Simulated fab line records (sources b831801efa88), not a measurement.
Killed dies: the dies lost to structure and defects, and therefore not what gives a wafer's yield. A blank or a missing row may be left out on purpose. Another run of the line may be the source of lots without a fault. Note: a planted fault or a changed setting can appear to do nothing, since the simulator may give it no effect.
A lot that was struck, set against a sound lot    flow gf180mcu    26 steps out of a route of 602
Sound: these wafers, L499.2, L499.3, L499.5. Struck: wafers L513.2, L513.5, L513.6. The cause is named last.
For every step that has rows: the tool of each side, followed by ch and its chambers, followed by its first start. Under that, the readings that differ: sound wafers    struck wafers    difference of the means    sigmas: that difference in standard deviations of wafers without a fault.
alike: readings whose means differ by less than 2 such deviations, and words and numbers that are the same on both sides. not compared: withheld readings, readings that some wafer has no value for, bounds like >300 that may hide the same value, and numbers for which the record gives no deviation and whose values overlap.
The two part at a step that has a row with sigmas, a row that says differs or no value, or rows on one side only. When numbers do not overlap yet have no deviation, they are printed without sigmas and do not part them. A reading missing from all wafers of one side parts the sides only when that side holds two or more wafers.

GF_MVSD_STRIP_10: strips in O2/N2.
  sound on plasma-asher-04 ch 1, day 4 15:29; struck on plasma-asher-04 ch 0,1, day 8 03:51
  alike: chamber-pressure-mTorr, drypump-motor-current-A, heater-power-w, oes-product-au, strip-time-to-endpoint-s
  not compared: rf-hours-counter-h
GF_MVSD_TW_MEAS_11:
  sound on film-metro-01, day 4 15:36; struck on film-metro-03, day 8 03:58
  alike: MVSD_TW
then, 7 steps without rows for these wafers: GF_MVPSD_DEHYDRATE_00 (time 60 s); GF_MVPSD_HMDS_01 (prime time 60 s); GF_MVPSD_COAT_02 (resist thk 3000 nm); GF_MVPSD_SOFTBAKE_03; GF_MVPSD_EXPOSE_04 (exposes mask MVPSD, target cd 1000 nm); GF_MVPSD_PEB_05; GF_MVPSD_DEVELOP_06 (develop time 60 s).
GF_MVPSD_OVL_MEAS_07:
  sound on overlay-02, day 5 04:07; struck on overlay-02, day 8 20:26
reading         sound         struck       difference  sigmas
MVPSD_OVL (nm)  0.6 0.4 -2.0  4.1 2.6 1.6  +3.1        +2
then, 2 steps without rows for these wafers: GF_MVPSD_IMPLANT_08; GF_MVPSD_IMPLANT_09.
GF_MVPSD_STRIP_10: strips in O2/N2.
  sound on plasma-asher-02 ch 0,1, day 5 04:26; struck on plasma-asher-03 ch 0,1, day 8 20:46
  no value came back on the struck wafers for any of 6 readings (chamber-pressure-mTorr (mTorr), drypump-motor-current-A (A) and others); on the sound wafers chamber-pressure-mTorr (mTorr) reads 1500.9 1500.2 1500.0
reading                                  sound  struck          difference  sigmas
model.coat_of_MVPSD_COAT_02.thk-nm (nm)  0 0 0  3010 3008 3011  +3010       
  not compared: rf-hours-counter-h
GF_MVPSD_TW_MEAS_11:
  sound on film-metro-03, day 5 04:33; struck on film-metro-03, day 8 20:52
  alike: MVPSD_TW
then, 7 steps without rows for these wafers: GF_VT_IMPLANT_DEHYDRATE_00 (time 60 s); GF_VT_IMPLANT_HMDS_01 (prime time 60 s); GF_VT_IMPLANT_COAT_02 (resist thk 1000 nm); GF_VT_IMPLANT_SOFTBAKE_03 (time 60 s); GF_VT_IMPLANT_EXPOSE_04 (exposes mask LVPWELL LV AREA, target cd 600 nm); GF_VT_IMPLANT_PEB_05; GF_VT_IMPLANT_DEVELOP_06 (develop time 60 s).
GF_VT_IMPLANT_OVL_MEAS_07:
  sound on overlay-02, day 5 18:23; struck on overlay-02, day 9 13:02
  alike: VT_IMPLANT_OVL
next, for these wafers, 1 step has no rows: GF_VT_IMPLANT_IMPLANT_08.
GF_VT_IMPLANT_STRIP_09: strips in O2/N2.
  sound on plasma-asher-03 ch 0,1, day 5 18:34; struck on plasma-asher-01 ch 0,1, day 9 13:13
reading                       sound              struck             difference  sigmas
oes-product-au (a.u.)         0.710 0.712 0.709  0.732 0.731 0.734  +0.022      +5
strip-time-to-endpoint-s (s)  12.59 12.62 12.62  57.34 57.33 57.36  +44.73      +99 or more
  alike: chamber-pressure-mTorr, drypump-motor-current-A, heater-power-w
  not compared: rf-hours-counter-h
GF_VT_IMPLANT_TW_MEAS_10:
  sound on film-metro-03, day 5 18:40; struck on film-metro-02, day 9 13:19
reading        sound              struck          difference  sigmas
VT_IMPLANT_TW  569.4 569.3 571.6  30.2 30.1 30.1  -540.0      -99 or more
then, 1 step without rows for these wafers: GF_VT_IMPLANT_DEHYDRATE_11 (time 60 s).

## WHERE THEY PART
At GF_MVPSD_OVL_MEAS_07 first; at GF_VT_IMPLANT_TW_MEAS_10 last (within this record only).

WHY: what had been put in by the simulator
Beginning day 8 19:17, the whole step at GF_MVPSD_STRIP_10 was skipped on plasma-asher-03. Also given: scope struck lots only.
